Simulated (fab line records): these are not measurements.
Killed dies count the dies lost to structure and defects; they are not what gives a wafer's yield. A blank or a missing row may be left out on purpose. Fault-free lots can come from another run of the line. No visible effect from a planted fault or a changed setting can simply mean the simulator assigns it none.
Code-filled problem report in 8D (eight disciplines) form -- flow gf180mcu -- the parts of the form that need people (team, actions taken, sign-off) are left out

## 1. THE PROBLEM
At GF_VT_IMPLANT_SOFTBAKE_36, heater_power_total_W averages 59.17 W over 9 wafers from 3 lots, while fault-free wafers read 56.59 W, standard deviation 0.041. Relative to the usual mean, that is a shift of +63 standard deviations.
The step: time 60 s.
Seen first at day 11 03:22 on litho_track-03, wafer L779.2. The record has a number at this step for 42 wafers belonging to 14 lots. Rule for "out" (also "out of limits"): further than 4 standard deviations from the usual mean. All remaining wafers that have a number are taken as sound.

## 2. WHAT IT IS; WHAT IT IS NOT
question,is,is not
which readings at this step,"heater_power_total_W, run_length_s",-
which lots,"L779, L782, L783","L765, L766, L767, L769, L770, L771, L772, L773, L786, L787, L788"
which wafers of those lots,all that have a number,-
read on which tools,litho_track-03,"litho_track-01, litho_track-02"
when,from day 11 03:22,"up to then (24 sound wafers); but 9 sound wafers of L786, L787, L788 came after"

## 3. WHAT RULES OUT EACH SUSPECT
Counting: any tool at a process step up to the reading is kept as a suspect provided that every lot that is out went through it and no sound lot did after the first of them.
- litho_track-03 at GF_VT_IMPLANT_SOFTBAKE_36 (time 60 s): kept. It processed each lot that is out, first L779 at day 11 03:22, and no sound lot thereafter; up to then, the last sound lot it processed was L773 at day 9 15:23. Its own heater_power_total_W, run_length_s readings are out on those wafers.
Left after counting: litho_track-03 at GF_VT_IMPLANT_SOFTBAKE_36.

## 4. THE CAUSE (what the simulator had put in)
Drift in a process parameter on litho_track-03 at GF_VT_IMPLANT_SOFTBAKE_36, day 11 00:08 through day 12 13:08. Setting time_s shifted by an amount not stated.
The count eliminated every tool but this one.

## 5. THE CHAIN OF EFFECTS, in route order
One row per reading whose mean, taken over the struck wafers that have a number, lies over 3 standard deviations from the usual. Scope: only readings with a usual standard deviation given in the record; hours: median across lots of the time from each lot's start at the first step in this table that gives one to its start at this step; sigmas: change in usual standard deviations.
hours,step,reading,usual,on struck wafers,change,sigmas
0,GF_VT_IMPLANT_SOFTBAKE_36,heater_power_total_W,56.59 W,59.17,+2.58,+63
0,GF_VT_IMPLANT_SOFTBAKE_36,run_length_s,89.09 s,81.95,-7.14,-34
Here are the process steps it includes:
- GF_VT_IMPLANT_SOFTBAKE_36: time 60 s.
Readings that are blank on the struck wafers while sound wafers have them: plate_temp_C at GF_VT_IMPLANT_SOFTBAKE_36.
At these later measuring or inspecting steps, every struck wafer for which the step has a row has a number for every such reading, and none has moved that far: GF_POLY_GATE_THK_MEAS_17.

## 6. WHAT WOULD HAVE CAUGHT IT SOONER
In this record the first reading out of limits was taken at day 11 03:22, 3 hours after the fault began at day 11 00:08.
